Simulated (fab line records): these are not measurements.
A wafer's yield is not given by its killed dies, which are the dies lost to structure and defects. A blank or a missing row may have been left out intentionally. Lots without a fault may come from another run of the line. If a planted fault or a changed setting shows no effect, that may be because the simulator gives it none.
2 desks looking at one fault	flow sky130	each desk has only its own numbers; what lay behind them comes last

== TOOL OWNER'S DESK, rie-diel-02 ==
The tool's own readings at SKY_VIA2_ETCH_14 (etches BARC in N2/H2, stops on SiO2, time 45.9 s, target depth 60 nm): means of the sampled wafers that have a number, for each lot that ran on this tool. If a lot's mean is further than 4 standard deviations from the usual mean, the lot is out of limits and carries the mark OUT (the distance appears in the brackets).
Columns: A = drypump-motor-current-A at SKY_VIA2_ETCH_14, usual 5.8 A; B = n2-flow-sccm at SKY_VIA2_ETCH_14, usual 99.9 sccm; C = oes-product-au at SKY_VIA2_ETCH_14, usual 0.855 a.u.; D = rf-fwd-power-W at SKY_VIA2_ETCH_14, usual 494.8 W; E = run-length-s at SKY_VIA2_ETCH_14, usual 74.0 s; F = throttle-valve-pct at SKY_VIA2_ETCH_14, usual 13.225 %
lot	first seen here	A	B	C	D	E	F
L288	day 40 07:25	6.0	99.8	0.854	495.1	73.8	13.220
L294	day 42 00:52	5.9	100.0	0.852	495.9	74.0	13.237
L296	day 42 10:01	6.0	100.2	0.886 (+6.5) OUT	494.3	72.4	13.228
L298	day 43 03:07	6.2	99.8	0.935 (+17) OUT	-	69.5 (-8.5) OUT	13.230
This desk's verdict: out of limits on L296, L298, starting with L296 at day 42 10:01 (oes-product-au at SKY_VIA2_ETCH_14). Within limits: L288, L294.

== THE METROLOGY DESK ==
What the gauges read, lot by lot, whatever tool the lot ran on: means of the sampled wafers that have a number. If a lot's mean is further than 4 standard deviations from the usual mean, the lot is out of limits and carries the mark OUT (the distance appears in the brackets).
Columns: A = VIA2_BOW at SKY_VIA2_BOW_MEAS_03, usual 87 um; B = cd-nm at SKY_VIA2_CD_MEAS_12, usual 199.8 nm; C = VIA2_OVL at SKY_VIA2_OVL_MEAS_13, usual -1 nm
lot	first seen here	A	B	C
L288	day 39 06:04	81	200.5	-1
L294	day 40 23:28	88	199.7	-3
L296	day 41 09:22	86	201.0	4
L298	day 42 03:01	91	199.8	-7
L300	day 42 10:11	95	198.7	-7
L301	day 42 23:28	83	199.0	4
Finding of this desk: none of the 6 lots has anything out of limits.

== PUT TOGETHER ==
An alarm could have come from the tool owner's desk at day 42 10:01, on L296, L298.
Metrology desk: nothing out of limits seen.
The metrology desk holds a record of L296, L298, inside its limits.
Every lot named ran SKY_VIA2_ETCH_14 on rie-diel-02.

== WHAT HAD BEEN PUT IN BY THE SIMULATOR ==
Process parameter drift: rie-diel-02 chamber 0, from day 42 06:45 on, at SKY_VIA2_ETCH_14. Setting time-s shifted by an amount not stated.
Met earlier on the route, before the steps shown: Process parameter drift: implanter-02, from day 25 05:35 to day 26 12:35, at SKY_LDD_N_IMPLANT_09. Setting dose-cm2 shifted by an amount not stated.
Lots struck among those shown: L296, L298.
Delay in hours, fault start to first out-of-limits reading, by desk: the tool owner's desk at 3.
